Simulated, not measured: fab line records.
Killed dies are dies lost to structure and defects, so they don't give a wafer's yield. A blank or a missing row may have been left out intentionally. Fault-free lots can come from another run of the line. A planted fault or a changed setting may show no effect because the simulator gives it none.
Which tool is to blame? ; flow gf180mcu ; 15 lots, 45 wafers sampled, at 5 steps of a route of 602

== WHAT THE GAUGES SHOWED, per wafer ==
GF_MVSD_TW_MEAS_11. Usual: MVSD_TW gives 1592 (standard deviation 7.4).
lot;measured;on;MVSD_TW;flag
L669;day 4 11:31;film-metro-03;1588 1596 1586;
L670;day 4 16:59;film-metro-04;1588 1588 1591;
L671;day 4 22:07;film-metro-01;1604 1595 1593;
L672;day 5 01:42;film-metro-04;1576 1586 1576;
L674;day 5 15:14;film-metro-03;1580 1585 1575;
L675;day 5 20:11;film-metro-03;1591 1595 1585;
L676;day 6 02:36;film-metro-03;1593 1586 1592;
L677;day 6 06:46;film-metro-01;1603 1592 1596;
L680;day 7 13:00;film-metro-03;1587 1590 1603;
L681;day 7 13:23;film-metro-01;1529 1527 1528;OFF
L682;day 7 16:45;film-metro-03;1527 1532 1532;OFF
L683;day 7 22:41;film-metro-03;1529 1529 1525;OFF
L687;day 8 17:49;film-metro-04;1583 1583 1591;
L691;day 9 19:41;film-metro-01;1602 1587 1585;
L692;day 10 07:21;film-metro-04;1584 1587 1589;

GF_VT_IMPLANT_RS_MEAS_46: the measuring method here is four-point-probe. Usual: MVSD_RS gives 457.2 ohm/sq (standard deviation 1.2).
lot;measured;on;MVSD_RS (ohm/sq);flag
L669;day 7 11:21;film-metro-01;458.6 457.1 457.9;
L670;day 7 18:33;film-metro-03;458.0 457.6 456.9;
L671;day 8 00:38;film-metro-04;458.2 456.9 458.1;
L672;day 8 06:14;film-metro-03;457.9 459.2 457.5;
L674;day 8 19:46;film-metro-03;458.9 458.8 459.9;
L675;day 9 02:44;film-metro-04;456.9 456.6 456.7;
L676;day 9 10:16;film-metro-03;458.2 459.3 459.6;
L677;day 9 14:03;film-metro-01;456.5 457.6 458.2;
L680;day 11 02:05;film-metro-03;457.3 458.5 458.2;
L681;day 11 03:39;film-metro-04;- - -;OFF
L682;day 11 07:45;film-metro-04;- - -;OFF
L683;day 11 12:59;film-metro-03;- - -;OFF
L687;day 12 12:26;film-metro-04;457.1 454.8 455.4;
L691;day 13 18:53;film-metro-04;457.6 458.9 457.3;
L692;day 14 08:48;film-metro-01;458.4 457.6 456.7;

GF_M2_THK_MEAS_06: measures by xrf. Usual: M2_ALCU_THK gives 451 nm (standard deviation 5.7).
lot;measured;on;M2_ALCU_THK (nm);flag
L669;day 18 04:50;film-metro-02;447 456 454;
L670;day 18 08:11;film-metro-04;453 459 456;
L671;day 18 18:54;film-metro-02;446 460 453;
L672;day 19 05:26;film-metro-04;460 453 451;
L674;day 19 21:13;film-metro-02;443 447 459;
L675;day 20 08:19;film-metro-02;449 441 447;
L676;day 20 23:02;film-metro-01;452 459 456;
L677;day 21 00:04;film-metro-02;451 450 451;
L680;day 22 18:05;film-metro-02;456 449 446;
L687;day 24 14:31;film-metro-01;458 452 462;
L691;day 25 23:58;film-metro-01;447 447 448;
L692;day 26 09:59;film-metro-01;455 453 452;

GF_V2_OVL_MEAS_15. Usual: V2_OVL gives -3 nm (standard deviation 6.5).
lot;measured;on;V2_OVL (nm);flag
L669;day 20 05:57;overlay-02;-11 -10 -14;
L670;day 20 09:42;overlay-01;-13 -5 -5;
L671;day 20 20:57;overlay-01;-16 -21 -10;
L672;day 21 07:21;overlay-02;-4 -5 -3;
L674;day 21 22:35;overlay-02;-5 1 -5;
L675;day 22 09:23;overlay-02;-8 -8 -12;
L676;day 22 23:24;overlay-01;5 -2 7;
L677;day 23 00:10;overlay-02;-2 -1 7;
L680;day 24 15:14;overlay-01;7 6 -3;
L687;day 26 10:07;overlay-02;-10 -10 -11;
L691;day 27 18:15;overlay-01;2 -6 -3;
L692;day 28 04:32;overlay-01;-3 -6 -2;

== WHICH TOOL RAN EACH LOT (tool, then ch and the chambers of the sampled wafers, then the start) ==
lot;GF_MVSD_IMPLANT_09
L669;implanter-01 ch 0, day 4 11:13
L670;implanter-01 ch 0, day 4 16:44
L671;implanter-03 ch 0, day 4 21:52
L672;implanter-03 ch 0, day 5 01:27
L674;implanter-01 ch 0, day 5 14:59
L675;implanter-01 ch 0, day 5 19:56
L676;implanter-02 ch 0, day 6 02:22
L677;implanter-02 ch 0, day 6 06:32
L680;implanter-01 ch 0, day 7 12:46
L681;implanter-02, day 7 13:08
L682;implanter-01, day 7 16:31
L683;implanter-01, day 7 22:26
L687;implanter-01 ch 0, day 8 17:35
L691;implanter-03 ch 0, day 9 19:26
L692;implanter-03 ch 0, day 10 07:08
- GF_MVSD_IMPLANT_09

== AS READ BY THE TOOLS THEMSELVES (means over the sampled wafers that have a number; for cases with no such wafer, the mark the record gives instead) ==
GF_MVSD_IMPLANT_09. Usual: beam-energy-keV 100.00, standard deviation 0.034; beam-on-s 10.00 s, standard deviation 0.19.
lot;tool;beam-energy-keV;beam-on-s (s);flag
L669;implanter-01;100.05;9.89;
L670;implanter-01;99.99;9.94;
L671;implanter-03;100.02;10.05;
L672;implanter-03;100.03;10.09;
L674;implanter-01;99.96;10.06;
L675;implanter-01;100.01;9.87;
L676;implanter-02;100.04;10.07;
L677;implanter-02;100.01;10.13;
L680;implanter-01;100.00;10.06;
L681;implanter-02;-;-;OFF
L682;implanter-01;-;-;OFF
L683;implanter-01;-;-;OFF
L687;implanter-01;100.02;10.06;
L691;implanter-03;99.97;10.18;
L692;implanter-03;100.01;10.15;

== THE ANSWER, worked out from the rows above alone ==
Rule: a lot is off if the mean of its wafers that have a number lies more than 3 standard deviations from the usual mean. A lot without any number at a reading at which 4 lots or more have one is off too. All remaining lots with rows at the step are treated as sound. After the gauges, taken in route order, come the tools' own readings; for these a lot's mean is taken, as printed above. The first step at which some lot is off is used, and at that step the reading that is off furthest; a lot without a number counts as furthest.
Off: L681, L682, L683, seen at GF_MVSD_TW_MEAS_11 (MVSD_TW).
If a tool, at a process step before that reading, ran all the lots that are off and no sound lot after the first of them, it fits. The gauges at GF_MVSD_TW_MEAS_11 aren't tried: what is off there is off at GF_MVSD_IMPLANT_09 too, on other tools, and a gauge's error can't cause that. Of those tried, none fits.

== WHAT THE SIMULATOR HAD PUT IN ==
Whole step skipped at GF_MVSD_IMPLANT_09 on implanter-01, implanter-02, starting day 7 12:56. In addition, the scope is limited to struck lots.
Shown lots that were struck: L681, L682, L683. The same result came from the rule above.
